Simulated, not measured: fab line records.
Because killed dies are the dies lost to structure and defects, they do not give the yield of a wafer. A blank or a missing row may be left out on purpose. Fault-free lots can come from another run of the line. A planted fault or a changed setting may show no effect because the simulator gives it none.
Chamber matching ; flow gf180mcu ; GF_V4_CMP_04 on cmp-02 has 4 sister chambers
The step polishes SiO2. 30 wafers are shown with their chamber, then 12 later ones without.

## EACH WAFER AND ITS CHAMBER
wafer;chamber;motor_current_A (A);time_to_endpoint_s (s)
L074.4;0;14.7;92
L074.5;3;10.8;94
L074.6;2;12.7;87
L075.4;3;10.7;84
L075.5;3;10.8;79
L075.6;0;13.8;75
L077.1;0;13.3;75
L077.2;2;13.0;76
L077.6;0;14.4;85
L078.1;0;13.3;69
L078.4;1;10.9;79
L078.5;3;11.5;86
L079.2;2;13.0;77
L079.4;1;11.4;88
L079.6;1;11.5;89
L081.3;2;12.6;74
L081.5;0;14.1;79
L081.6;1;11.5;77
L082.2;2;12.2;85
L082.5;1;10.8;92
L082.6;0;13.9;84
L083.1;2;13.0;86
L083.3;3;10.6;86
L083.4;1;11.4;88
L084.1;3;11.3;81
L084.3;0;14.0;72
L084.5;3;11.2;89
L086.1;1;11.0;80
L086.4;2;12.7;84
L086.6;2;13.1;80

SIGNATURES, as means of the wafers listed above
reading;chamber 0;chamber 1;chamber 2;chamber 3;scatter within a chamber
motor_current_A;13.938;11.214;12.787;10.986;0.369
time_to_endpoint_s;78.88;84.71;81.12;85.57;6.03
Rule: a wafer's distance from a chamber is the root of the sum, over the readings, of the square of ((its reading less the chamber's mean) divided by the reading's scatter). The wafer belongs to the nearest chamber; if the next one is less than 2 further off, it can't be placed. The scatter is the square root of a quotient: the sum, over the shown wafers, of each reading's squared deviation from its chamber's mean, divided by wafers minus chambers.

## WAFERS MISSING THEIR CHAMBER
wafer;motor_current_A (A);time_to_endpoint_s (s)
L087.1;11.2;80
L087.2;12.5;74
L087.4;11.6;91
L089.2;11.5;82
L089.3;13.3;79
L089.4;10.9;84
L090.2;10.6;77
L090.5;10.6;78
L090.6;13.9;85
L091.2;11.1;77
L091.4;11.3;83
L091.5;11.1;77

## CHAMBER TAKEN BY EACH
wafer;from the rows above;in truth
L087.1;can't be placed: 1 or 3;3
L087.2;2;2
L087.4;can't be placed: 1 or 3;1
L089.2;can't be placed: 1 or 3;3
L089.3;can't be placed: 2 or 0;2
L089.4;can't be placed: 3 or 1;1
L090.2;can't be placed: 3 or 1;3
L090.5;can't be placed: 3 or 1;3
L090.6;0;0
L091.2;can't be placed: 1 or 3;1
L091.4;can't be placed: 1 or 3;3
L091.5;can't be placed: 1 or 3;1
2 of 12 placed correctly. Unplaceable from these rows: 10, with the true chamber sitting among the candidates in 10. 0 placed wrongly.
